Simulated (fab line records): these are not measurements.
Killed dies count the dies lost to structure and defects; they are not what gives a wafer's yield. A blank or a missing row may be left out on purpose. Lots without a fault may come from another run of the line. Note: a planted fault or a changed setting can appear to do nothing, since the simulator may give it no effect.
Matching of chambers + flow sky130 + SKY_VIA1_ETCH_15 on rie_diel-02 has 4 sister chambers
The step etches SiO2 in C4F8/O2/Ar, stops on TiN, target depth 351 nm, time 54 s. 8 wafers are shown with their chamber, then 8 later ones without.

## WAFERS PAIRED WITH THEIR CHAMBERS
| wafer  | chamber | oes_product_au (a.u.) |
|--------|---------|-----------------------|
| L078.6 | 3       | 0.975                 |
| L081.1 | 0       | 0.987                 |
| L081.3 | 2       | 0.979                 |
| L081.4 | 1       | 0.987                 |
| L083.2 | 1       | 0.979                 |
| L083.5 | 3       | 0.989                 |
| L083.6 | 0       | 0.989                 |
| L086.1 | 2       | 0.961                 |

## WAFERS MISSING THEIR CHAMBER
| wafer  | oes_product_au (a.u.) |
|--------|-----------------------|
| L086.3 | 0.976                 |
| L086.4 | 0.976                 |
| L089.2 | 0.979                 |
| L089.3 | 0.994                 |
| L089.4 | 0.986                 |
| L088.3 | 0.992                 |
| L088.4 | 0.984                 |
| L088.5 | 0.986                 |

## THE CHAMBER EACH PASSED THROUGH
| wafer  | from the rows above               | in truth |
|--------|-----------------------------------|----------|
| L086.3 | can't be placed: 2 or 3 or 1 or 0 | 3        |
| L086.4 | can't be placed: 2 or 3 or 1 or 0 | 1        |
| L089.2 | can't be placed: 3 or 1 or 0 or 2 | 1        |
| L089.3 | can't be placed: 0 or 1 or 3      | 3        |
| L089.4 | can't be placed: 0 or 1 or 3 or 2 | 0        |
| L088.3 | can't be placed: 0 or 1 or 3      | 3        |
| L088.4 | can't be placed: 1 or 3 or 0 or 2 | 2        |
| L088.5 | can't be placed: 0 or 1 or 3 or 2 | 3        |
Placed correctly: 0 of 8. These rows do not allow placing 8 (true chamber among the candidates in 8). Wrongly placed: 0.
How it was worked out, from the rows above alone: a wafer's distance from a chamber is the root of the sum, over the readings, of the square of ((its reading less the chamber's mean) divided by the reading's scatter). If the next closest chamber is less than 2 further off than the closest, the wafer can't be placed; otherwise it belongs to the closest. The mean given for a chamber averages the wafers shown for that chamber. The scatter: the root of (the sum of the squares of (reading less its chamber's mean) over the shown wafers, divided by (wafers less chambers)).
